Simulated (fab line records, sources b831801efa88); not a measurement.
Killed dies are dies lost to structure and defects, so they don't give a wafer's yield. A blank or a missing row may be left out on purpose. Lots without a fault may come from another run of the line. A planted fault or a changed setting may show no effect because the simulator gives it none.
Which tool did it? | flow gf180mcu | 7 lots, 21 wafers sampled, at 2 steps of a route of 602

WHAT THE GAUGES READ, wafer by wafer
GF_SAB_THK_MEAS_01.
lot  | measured     | on            | SAB_CVD_00_THK (nm)
L593 | day 14 15:27 | film_metro-02 | 49.7 49.9 50.6
L595 | day 15 07:29 | film_metro-03 | 49.8 49.6 49.9
L597 | day 16 04:14 | film_metro-03 | 50.0 51.2 50.8
L600 | day 17 03:15 | film_metro-04 | 50.1 50.5 50.8
L607 | day 19 17:32 | film_metro-04 | 41.3 42.2 42.8
L611 | day 21 05:19 | film_metro-02 | 49.4 49.3 50.4
L613 | day 21 18:02 | film_metro-03 | 49.7 50.3 50.1

WHICH TOOL RAN EACH LOT (tool, then ch and the chambers of the sampled wafers, then the start)
lot  | GF_SAB_CVD_00
L593 | pecvd-03 ch 0,1,2, day 14 15:25
L595 | pecvd-03 ch 0,1, day 15 07:28
L597 | pecvd-04 ch 0,2, day 16 04:13
L600 | pecvd-01 ch 0,1,2, day 17 03:14
L607 | pecvd-04 ch 0,1,2, day 19 17:30
L611 | pecvd-03 ch 0,2, day 21 05:17
L613 | pecvd-03 ch 0,1,2, day 21 18:01
- GF_SAB_CVD_00: deposits SiO2 from TEOS, target thk 50 nm, time 4.9302 s.

THE ANSWER, worked out from the rows above alone
Rule: what is usual is taken from the lots themselves. Put in order of their means at a reading, lots are off if they are a third of the lots or fewer, leave a main group of 4 or more, and stand apart from it by a gap of 3 or more times the standard deviation of the main group's means; of several such gaps the widest counts. A main group whose means are all the same, to the digits that the tables above print for the reading, isn't used. A lot without any number at a reading at which 4 lots or more have one is off too. The other lots that the step has rows for count as sound.
Off: L607, at GF_SAB_THK_MEAS_01 (SAB_CVD_00_THK). The main group: mean 50.1 nm, standard deviation 0.35.
A tool fits if, at a process step before that reading, it ran every lot that is off, and no sound lot after the first of them. The gauges at GF_SAB_THK_MEAS_01 are tried like those tools. Can't be told from this: 2 tools fit, pecvd-04 at GF_SAB_CVD_00, film_metro-04 at GF_SAB_THK_MEAS_01.

WHAT THE SIMULATOR HAD PUT IN
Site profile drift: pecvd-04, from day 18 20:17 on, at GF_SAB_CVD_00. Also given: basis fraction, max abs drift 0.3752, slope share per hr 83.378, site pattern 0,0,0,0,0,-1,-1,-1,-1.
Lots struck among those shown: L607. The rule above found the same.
